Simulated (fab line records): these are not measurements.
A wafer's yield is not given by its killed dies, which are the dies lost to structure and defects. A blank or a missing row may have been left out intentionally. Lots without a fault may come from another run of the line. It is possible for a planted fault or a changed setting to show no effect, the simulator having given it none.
8D (eight disciplines) problem report, filled in by code -- flow sfq line -- the parts of the form that need people (team, actions taken, sign-off) are left out

## 1. PROBLEM STATEMENT
At SFQ_TRILAYER_I0_CMP_CMP_028, time to endpoint s averages 119 s over 3 wafers from 2 lots, while fault-free wafers read 217 s, standard deviation 8.3. That is -12 standard deviations from the usual mean.
The step: polishes SiO2.
Seen first at day 14 10:05 on cmp-02, wafer L805.6. The record has a number at this step for 42 wafers belonging to 14 lots. Rule for "out" (also "out of limits"): further than 4 standard deviations from the usual mean. All remaining wafers that have a number are taken as sound.

## 2. WHAT IT IS AND WHAT IT IS NOT
question,is,is not
which readings at this step,time to endpoint s,motor current A
which lots,"L805, L807","L795, L796, L799, L802, L803, L809, L811, L814, L815, L816, L817, L818"
which wafers of those lots,"L805.6, L807.3, L807.6","L805.2, L805.4, L807.5"
read on which tools,cmp-02,cmp-01
when,from day 14 10:05,"up to then (17 sound wafers); but 22 sound wafers of L807, L809, L811, L814, L815, L816, L817, L818 came after"

## 3. THE SUSPECTS, EACH WITH WHAT RULES IT OUT
Counting: if a tool at a process step up to the reading ran every lot that is out, it stays a suspect. Sound lots after the first of them don't rule it out here, since some wafers of a struck lot are sound.
- cmp-02 at SFQ_TRILAYER_I0_CMP_CMP_028 (polishes SiO2): kept. It processed each lot that is out (first: L805, day 14 10:05); up to then, its last sound lot is L802 (day 13 15:50). Out on those wafers are its own readings of time to endpoint s.
Remaining after the count: cmp-02 at SFQ_TRILAYER_I0_CMP_CMP_028.

## 4. THE CAUSE (what the simulator had put in)
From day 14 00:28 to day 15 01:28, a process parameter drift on cmp-02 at SFQ_TRILAYER_I0_CMP_CMP_028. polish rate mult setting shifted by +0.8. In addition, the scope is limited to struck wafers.
After counting, this tool was the only one left.

## 5. THE CHAIN OF EFFECTS, in route order
Rows list readings where the struck wafers' mean (over those with a number) sits beyond 3 standard deviations from the usual. Only readings whose record carries a usual standard deviation are examined. hours: median over the lots of the time between each lot's start at the first step of this table that gives one and its start at this step. sigmas: the change, counted in usual standard deviations.
hours,step,reading,usual,on struck wafers,change,sigmas
0,SFQ_TRILAYER_I0_CMP_CMP_028,time to endpoint s,217 s,119,-98,-12
The process steps in it:
- SFQ_TRILAYER_I0_CMP_CMP_028: polishes SiO2.
Later measuring or inspecting steps at which every struck wafer that the step has a row for has a number for every such reading, and none has moved that far: SFQ_I2_OVL_MEAS_918.

## 6. HOW IT WOULD HAVE BEEN CAUGHT EARLIER
10 hours passed between the start of the fault at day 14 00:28 and the first reading out of limits in this record, taken at day 14 10:05.
